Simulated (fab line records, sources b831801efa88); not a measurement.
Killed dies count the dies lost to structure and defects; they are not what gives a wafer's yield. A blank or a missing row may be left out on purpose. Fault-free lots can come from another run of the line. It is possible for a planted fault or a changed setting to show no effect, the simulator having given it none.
Code-filled problem report in 8D (eight disciplines) form ; flow sky130 ; the parts of the form that need people (team, actions taken, sign-off) are left out

== 1. THE ISSUE ==
Wafers free of any fault read 5.68 nm (standard deviation 0.085) for SONOS_ONO_CVD_04_THK at SKY_SONOS_ONO_THK_MEAS_05, against a mean of 6.38 nm on 12 wafers of 4 lots. That is +8.2 standard deviations from the usual mean.
First seen on wafer L750.2, day 14 10:56, on filmMetro-01. At this step, 36 wafers from 12 lots have a number in the record. By rule, "out" or "out of limits" means more than 4 standard deviations away from the usual mean. All remaining wafers that have a number are taken as sound.

== 2. WHAT IT IS; WHAT IT IS NOT ==
question;is;is not
which readings at this step;SONOS_ONO_CVD_04_THK;-
which lots;L750, L751, L752, L753;L744, L745, L748, L749, L761, L762, L764, L765
which wafers of those lots;all that have a number;-
read on which gauges;filmMetro-01, filmMetro-02;filmMetro-04
when;from day 14 10:56;"up to then (12 sound wafers); but 12 sound wafers of L761, L762, L764, L765 came after"

== 3. WHAT RULES OUT EACH SUSPECT ==
Counting: a tool stays on the suspect list if, at a process step up to the reading, it processed all lots that are out and no sound lot following the first of them.
- ruled out: the gauge at SKY_SONOS_ONO_THK_MEAS_05. 2 gauges (filmMetro-01, filmMetro-02) read the wafers that are out.
- lpcvd-03 at SKY_SONOS_ONO_CVD_04 (deposits SiO2 from SiH4/N2O, target thk 5.7199 nm): ruled out as a lasting fault. Following L750 (day 14 09:41), the first lot on it that is out, the sound lots L761, L762, L764, L765 were run on it.
Left after counting: nothing in the record.

== 4. THE CAUSE (what the simulator had put in) ==
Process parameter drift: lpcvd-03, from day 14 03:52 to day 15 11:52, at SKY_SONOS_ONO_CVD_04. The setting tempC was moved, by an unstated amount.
The count ruled it out by mistake, since the rule takes a fault to strike every lot its tool runs from the start of the fault on, and this one did not do so.

== 5. THE CHAIN OF EFFECTS, in route order ==
Each row: a reading where the mean over the struck wafers with a number is more than 3 standard deviations away from the usual. Readings are gone through only where the record gives a usual standard deviation; hours: the median, over the lots, of the time from a lot's start at the first step in this table giving one to that lot's start at this step; sigmas: the change measured in usual standard deviations.
hours;step;reading;usual;on struck wafers;change;sigmas
0;SKY_SONOS_ONO_CVD_04;spikeTcCentreC;901.5 C;909.1;+7.6;+6.3
0;SKY_SONOS_ONO_CVD_04;spikeTcLowerC;901.2 C;908.6;+7.4;+6.7
0;SKY_SONOS_ONO_CVD_04;spikeTcTopC;915.7 C;923.5;+7.8;+6.0
0;SKY_SONOS_ONO_CVD_04;spikeTcUpperC;901.5 C;908.5;+7.0;+6.3
0;SKY_SONOS_ONO_CVD_04;susceptorTempC;900.0 C;907.1;+7.1;+19
1;SKY_SONOS_ONO_THK_MEAS_05;SONOS_ONO_CVD_04_THK;5.68 nm;6.38;+0.70;+8.2
It contains these process steps:
- SKY_SONOS_ONO_CVD_04: deposits SiO2 from SiH4/N2O, target thk 5.7199 nm.

== 6. HOW IT WOULD HAVE BEEN CAUGHT EARLIER ==
The first out-of-limits reading at a measuring or inspecting step in this record came at day 14 10:56, 7 hours after the fault's start at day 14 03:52.
Tool's own readings at SKY_SONOS_ONO_CVD_04, spikeTcCentreC, spikeTcTopC, spikeTcUpperC, susceptorTempC: out on all struck wafers the step has rows for; an alarm limit on them would have tripped on the first.
